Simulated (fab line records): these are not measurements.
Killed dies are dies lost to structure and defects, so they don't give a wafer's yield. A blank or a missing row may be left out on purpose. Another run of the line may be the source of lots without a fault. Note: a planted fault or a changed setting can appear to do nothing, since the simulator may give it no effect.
fab line records	flow gf180mcu	part 2 of 2: steps 30 to 41 of 41
record: lots: 5	wafers: 15	last_day: 33
route steps=602 shown CONTACT@288 M1@315
lots with no fault: from the same line, run without faults
start_h: hours from the record's opening day to when the first of the lot's shown wafers began	wait_h: hours from the lot's prior step to this one	" repeats the value in the row above	L1.1+2: a single row standing in for several wafers	- either no value or no given start	* or withheld: withheld	< > ~ a bound
route shown NAME@n: names a module that has steps shown in the file, with the first one's number in the route	usual: mean and standard deviation over wafers with no fault	same: alike in all rows	chamber/n: place in a boat	sites: per-site readings	_std_site: their standard deviation	_edge_site: inner sites' mean taken away from outer sites' mean	radius_mm: how far each site lies from the wafer's centre	mask NAME#n: copy n	behind: the tool/chamber that last shaped the wafer	hold: why the lot was held/for how many hours/how that ended	device: which transistor (n, p or np) failed to switch	end of line: at the end of the route, the tests of the same wafers	a step without rows: its recipe alone	killed: at the first sort, the dies lost to defects and structure; wafer yield is something else	map: the dies of a wafer, with x for killed, . for not killed, _ for no die there
set.NAME: the run value of the setting; set.NAME@STEP: its run value at that earlier step	model.NAME: the simulator's own value behind a step, which no gauge read
lots at selected steps of the route; one table per step, one row per wafer
services: when a tool's chamber went out of use (start_h, in hours from the record's first day, below 0 if earlier), for how many hours, and the reason
== steps ==
step: GF_M1_SPUTTER_02
recipe: material: AlCu	target_thk_nm: 450	power_w: 10600	time_s: 23.9	chamber_pressure_pa: 0.4
usual: throttle_valve_pct: 30.1/0.69
lot.wafer	tool	chamber	start_h	wait_h	throttle_valve_pct
L079.1	pvd_sputter-01	-	411.79	0.0	30.0
L079.2	"	-	"	"	30.4
L079.5	"	-	"	"	29.7
L080.2	pvd_sputter-01	-	415.08	0.0	29.8
L080.4	"	-	"	"	30.0
L080.5	"	-	"	"	30.2
L082.2	pvd_sputter-01	-	437.78	0.0	30.1
L082.3	"	-	"	"	29.1
L082.6	"	-	"	"	30.4
L092.2	pvd_sputter-04	-	522.37	0.0	28.7
L092.4	"	-	"	"	30.3
L092.6	"	-	"	"	30.1
L093.1	pvd_sputter-03	-	529.32	0.0	31.5
L093.2	"	-	"	"	30.6
L093.6	"	-	"	"	29.3
step: GF_M1_SPUTTER_03
recipe: material: Ti	target_thk_nm: 10	substrate_temp_c: 300	chamber_pressure_pa: 0.3	power_w: 3000	time_s: 6.7
usual: throttle_valve_pct: 30.1/0.71
lot.wafer	tool	chamber	start_h	wait_h	throttle_valve_pct
L079.1	pvd_sputter-01	-	411.82	0.0	30.0
L079.2	"	-	"	"	30.2
L079.5	"	-	"	"	29.9
L080.2	pvd_sputter-01	-	415.11	0.0	29.7
L080.4	"	-	"	"	30.1
L080.5	"	-	"	"	30.4
L082.2	pvd_sputter-01	-	437.81	0.0	30.0
L082.3	"	-	"	"	29.5
L082.6	"	-	"	"	30.4
L092.2	pvd_sputter-04	-	522.40	0.0	28.7
L092.4	"	-	"	"	30.4
L092.6	"	-	"	"	30.5
L093.1	pvd_sputter-03	-	529.35	0.0	31.7
L093.2	"	-	"	"	30.4
L093.6	"	-	"	"	29.5
step: GF_M1_SPUTTER_04
recipe: material: TiN	target_thk_nm: 50	power_w: 6500	time_s: 41.7	chamber_pressure_pa: 0.4
usual: throttle_valve_pct: 30.1/0.71
lot.wafer	tool	chamber	start_h	wait_h	throttle_valve_pct
L079.1	pvd_sputter-01	-	411.84	0.0	30.2
L079.2	"	-	"	"	30.1
L079.5	"	-	"	"	29.6
L080.2	pvd_sputter-01	-	415.13	0.0	29.9
L080.4	"	-	"	"	30.1
L080.5	"	-	"	"	30.2
L082.2	pvd_sputter-01	-	437.83	0.0	30.0
L082.3	"	-	"	"	29.0
L082.6	"	-	"	"	30.1
L092.2	pvd_sputter-04	-	522.42	0.0	28.7
L092.4	"	-	"	"	30.5
L092.6	"	-	"	"	30.4
L093.1	pvd_sputter-03	-	529.37	0.0	31.8
L093.2	"	-	"	"	30.7
L093.6	"	-	"	"	29.3
step: GF_M1_RS_MEAS_05
recipe: thk_meas_gauge: four-point-probe	reads: TiN_of_M1_SPUTTER_04+Ti_of_M1_SPUTTER_03+AlCu_of_M1_SPUTTER_02+TiN_of_M1_SPUTTER_01+Ti_of_M1_SPUTTER_00
usual: M1_ALCU_RS: 0.0692/0.00071
lot.wafer	tool	chamber	start_h	wait_h	M1_ALCU_RS[ohm/sq]
L079.1	film_metro-04	-	411.88	0.0	0.0685
L079.2	"	-	"	"	0.0691
L079.5	"	-	"	"	0.0688
L080.2	film_metro-01	-	415.19	0.0	0.0685
L080.4	"	-	"	"	0.0677
L080.5	"	-	"	"	0.0688
L082.2	film_metro-03	-	437.89	0.0	0.0693
L082.3	"	-	"	"	0.0692
L082.6	"	-	"	"	0.0685
L092.2	film_metro-04	-	522.48	0.0	0.0701
L092.4	"	-	"	"	0.0697
L092.6	"	-	"	"	0.0702
L093.1	film_metro-03	-	529.41	0.0	0.0698
L093.2	"	-	"	"	0.0700
L093.6	"	-	"	"	0.0692
step: GF_M1_THK_MEAS_06
recipe: thk_meas_gauge: xrf	reads: AlCu_of_M1_SPUTTER_02
usual: M1_ALCU_THK: 441/5.5
lot.wafer	tool	chamber	start_h	wait_h	M1_ALCU_THK[nm]
L079.1	film_metro-04	-	412.00	0.1	446
L079.2	"	-	"	"	445
L079.5	"	-	"	"	445
L080.2	film_metro-01	-	415.30	0.1	450
L080.4	"	-	"	"	454
L080.5	"	-	"	"	446
L082.2	film_metro-03	-	438.00	0.1	440
L082.3	"	-	"	"	441
L082.6	"	-	"	"	446
L092.2	film_metro-04	-	522.59	0.1	434
L092.4	"	-	"	"	437
L092.6	"	-	"	"	433
L093.1	film_metro-03	-	529.53	0.1	436
L093.2	"	-	"	"	436
L093.6	"	-	"	"	440
step: GF_M1_DEHYDRATE_07
recipe: temp_c: 200	time_s: 60
lot.wafer	tool	chamber	start_h	wait_h
L079.1+2+5	litho_track-02	0	423.34	11.3
L080.2+4+5	litho_track-01	0	426.66	11.3
L082.2+3+6	litho_track-02	0	449.06	11.1
L092.2+4+6	litho_track-01	0	533.01	10.4
L093.1+2+6	litho_track-01	0	540.28	10.7
step: GF_M1_HMDS_08
recipe: prime_time_s: 60	prime_temp_c: 120
lot.wafer	tool	chamber	start_h	wait_h
L079.1+2+5	litho_track-02	0	423.49	0.1
L080.2+4+5	litho_track-01	0	426.81	0.1
L082.2+3+6	litho_track-02	0	449.21	0.1
L092.2+4+6	litho_track-01	0	533.16	0.1
L093.1+2+6	litho_track-01	0	540.43	0.1
step: GF_M1_COAT_09
recipe: resist: KrF	spin_rpm: withheld	resist_thk_nm: 1000
lot.wafer	tool	chamber	start_h	wait_h
L079.1+2+5	litho_track-02	0	423.64	0.1
L080.2+4+5	litho_track-01	0	426.96	0.1
L082.2+3+6	litho_track-02	0	449.36	0.1
L092.2+4+6	litho_track-01	0	533.31	0.1
L093.1+2+6	litho_track-01	0	540.58	0.1
step: GF_M1_SOFTBAKE_10
recipe: temp_c: 130	time_s: 60	resist: KrF
lot.wafer	tool	chamber	start_h	wait_h
L079.1+2+5	litho_track-02	0	423.79	0.1
L080.2+4+5	litho_track-01	0	427.11	0.1
L082.2+3+6	litho_track-02	0	449.51	0.1
L092.2+4+6	litho_track-01	0	533.46	0.1
L093.1+2+6	litho_track-01	0	540.73	0.1
step: GF_M1_EXPOSE_11
recipe: mask_id: Metal1	target_cd_nm: 230	na: 0.68	source_shape: conventional	sigma_outer: 0.6	dose_mj: 28
usual: focus_offset_nm: 0.0/0.54
same: sigma_outer: 0.6
lot.wafer	tool	chamber	start_h	wait_h	mask	focus_offset_nm
L079.1	krf_scanner-01	0	-	-	Metal1#0	-0.4
L079.2	"	0	"	"	Metal1#0	-0.3
L079.5	"	0	"	"	Metal1#0	-0.9
L080.2	krf_scanner-01	0	-	-	Metal1#0	-0.4
L080.4	"	0	"	"	Metal1#0	-0.9
L080.5	"	0	"	"	Metal1#0	0.0
L082.2	krf_scanner-01	0	-	-	Metal1#0	-0.3
L082.3	"	0	"	"	Metal1#0	0.4
L082.6	"	0	"	"	Metal1#0	-0.1
L092.2	krf_scanner-01	0	-	-	Metal1#0	-0.2
L092.4	"	0	"	"	Metal1#0	0.0
L092.6	"	0	"	"	Metal1#0	0.2
L093.1	krf_scanner-02	0	-	-	Metal1#0	-0.4
L093.2	"	0	"	"	Metal1#0	-0.1
L093.6	"	0	"	"	Metal1#0	-0.4
step: GF_M1_PEB_12
recipe: peb_temp_c: 135	peb_time_s: 90	resist: KrF
same: peb_time_s: 90
lot.wafer	tool	chamber	start_h	wait_h
L079.1+2+5	litho_track-03	0	-	-
L080.2+4+5	litho_track-03	0	-	-
L082.2+3+6	litho_track-02	0	-	-
L092.2+4+6	litho_track-01	0	-	-
L093.1+2+6	litho_track-01	0	-	-
step: GF_M1_DEVELOP_13
recipe: develop_time_s: 60	dev_temp_c: 21
lot.wafer	tool	chamber	start_h	wait_h
L079.1+2+5	litho_track-03	0	436.44	0.2
L080.2+4+5	litho_track-03	0	439.32	0.2
L082.2+3+6	litho_track-02	0	461.31	0.2
L092.2+4+6	litho_track-01	0	545.06	0.2
L093.1+2+6	litho_track-01	0	551.63	0.2
== services ==
tool	chamber	start_h	hours	kind
krf_scanner-02	-	365.06	0.7	repair
krf_scanner-02	-	368.62	4.0	pm
krf_scanner-02	-	372.64	1.0	pm
rie_diel-02	2	378.40	15.2	repair
pvd_sputter-01	-	387.58	1.8	repair
wet_bench-04	-	401.27	1.4	repair
krf_scanner-01	-	401.27	1.0	pm
rie_diel-02	2	401.54	8.6	repair
rie_diel-02	1	409.36	2.6	repair
rie_diel-02	1	418.51	8.4	repair
krf_scanner-01	-	447.05	1.3	pm
krf_scanner-01	-	454.31	5.3	repair
cmp-02	-	482.59	1.3	repair
wet_bench-04	-	495.25	5.4	repair
rie_diel-02	3	496.07	3.3	repair
rie_diel-02	1	496.17	4.0	repair
krf_scanner-01	-	499.77	0.8	pm
cmp-02	-	510.26	17.4	pm
rie_diel-02	-	529.23	2.8	pm
cmp-02	-	534.16	1.7	repair
wet_bench-04	-	534.99	3.3	repair
rie_diel-02	2	535.74	2.2	repair
wet_bench-04	-	538.24	1.9	pm
wet_bench-04	-	550.73	1.0	repair
